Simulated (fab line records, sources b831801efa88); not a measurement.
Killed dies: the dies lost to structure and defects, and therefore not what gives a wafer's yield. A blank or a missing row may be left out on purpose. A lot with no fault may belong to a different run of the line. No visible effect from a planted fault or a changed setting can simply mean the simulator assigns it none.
2 desks, one fault | flow sky130 | each desk has only its own numbers; what lay behind them comes last

FOR THE TOOL OWNER'S DESK: lithoTrack-01
The tool's own readings at SKY_POLY_GATE_DEVELOP_12 (develop time 60 s): means of the sampled wafers that have a number, for each lot that ran on this tool. Marked OUT: a lot whose mean sits more than 4 standard deviations from the usual mean, which makes it out of limits; the brackets give that distance.
Columns: A = chillPlateTempC at SKY_POLY_GATE_DEVELOP_12, usual 23.00 C
lot  | first seen here | A
L328 | day 16 14:00    | 22.98
This desk's finding: nothing out of limits on the one lot.

METROLOGY DESK
Means of the sampled wafers that have a number, per lot and without regard to the tool the lot ran on: this is what the gauges read. Marked OUT: a lot whose mean sits more than 4 standard deviations from the usual mean, which makes it out of limits; the brackets give that distance.
Columns: A = POLY_GATE_TW at SKY_RES_PROTECT_TW_MEAS_08, usual 4050; B = POLY_GATE_CVD_03_THK at SKY_POLY_GATE_THK_MEAS_04, usual 75.3 nm; C = cdNm at SKY_POLY_GATE_CD_MEAS_13, usual 149.8 nm
lot  | first seen here | A    | B    | C
L328 | day 15 09:07    | 4067 | 75.3 | 150.1
L330 | day 16 17:17    | 4070 | 74.5 | 151.2
L346 | day 22 00:43    | 4063 | 75.6 | -
L347 | day 22 07:47    | 4096 | 74.2 | -
L349 | day 22 21:58    | 4115 | 75.1 | 148.8
L350 | day 22 23:23    | 4032 | 75.3 | 149.6
This desk's finding: nothing out of limits on any of the 6 lots.

PUT TOGETHER
The desk of the tool owner found nothing out of limits.
At the metrology desk, nothing out of limits was observed.

WHAT WAS PUT IN BY THE SIMULATOR
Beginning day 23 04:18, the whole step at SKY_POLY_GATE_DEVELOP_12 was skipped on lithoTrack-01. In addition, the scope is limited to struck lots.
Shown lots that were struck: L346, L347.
